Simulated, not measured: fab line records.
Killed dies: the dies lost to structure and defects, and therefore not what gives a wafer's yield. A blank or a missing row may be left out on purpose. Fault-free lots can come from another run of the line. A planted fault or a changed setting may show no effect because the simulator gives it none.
Which of the tools did it? ; flow sky130 ; Sampling: 6 lots, 18 wafers, 3 of 708 route steps

WHAT THE GAUGES SHOWED, per wafer
SKY_CONTACT_THK_MEAS_26: measures by xrf.
lot;measured;on;CONTACT_W_THK (nm)
L749;day 32 09:32;film metro-02;347 345 341
L751;day 33 01:20;film metro-02;338 341 338
L756;day 34 17:04;film metro-03;341 342 341
L761;day 36 00:41;film metro-03;345 344 344
L767;day 37 21:47;film metro-04;349 347 342
L769;day 38 11:44;film metro-02;335 341 344

WHAT TOOL EACH LOT RAN ON (gives the tool, then ch and the chambers of the sampled wafers, and finally the start)
lot;SKY_NWELL_STRIP_25;SKY_SONOS_TUNNEL_COAT_02
L749;plasma asher-02 ch 0,1, day 5 19:54;litho track-02 ch 0, day 11 15:16
L751;plasma asher-01 ch 0,1, day 6 07:32;litho track-04 ch 0, day 12 04:38
L756;plasma asher-03 ch 0,1, day 7 16:09;litho track-01 ch 0, day 13 23:16
L761;plasma asher-01 ch 1, day 8 19:41;litho track-01 ch 0, day 15 10:08
L767;plasma asher-01 ch 0,1, day 10 07:47;litho track-02 ch 0, day 17 09:36
L769;plasma asher-02 ch 0,1, day 10 21:57;litho track-01 ch 0, day 18 02:53
- SKY_NWELL_STRIP_25: strips in O2/N2.
- SKY_SONOS_TUNNEL_COAT_02: resist thk 1140 nm.

THE ANSWER, worked out from the rows above alone
Rule: the usual values come from the lots themselves. Put in order of their means at a reading, lots are off if they are a third of the lots or fewer, leave a main group of 4 or more, and stand apart from it by a gap of 3 or more times the standard deviation of the main group's means; of several such gaps the widest counts. A main group is skipped when, at the precision printed for the reading in the tables above, its means are all equal. Also off: a lot with no number at a reading for which 4 or more lots have one. Where the step has rows for the other lots, those lots are counted as sound.
Nothing can be told from this: no lot is off at any reading shown.

WHAT WAS PUT IN BY THE SIMULATOR
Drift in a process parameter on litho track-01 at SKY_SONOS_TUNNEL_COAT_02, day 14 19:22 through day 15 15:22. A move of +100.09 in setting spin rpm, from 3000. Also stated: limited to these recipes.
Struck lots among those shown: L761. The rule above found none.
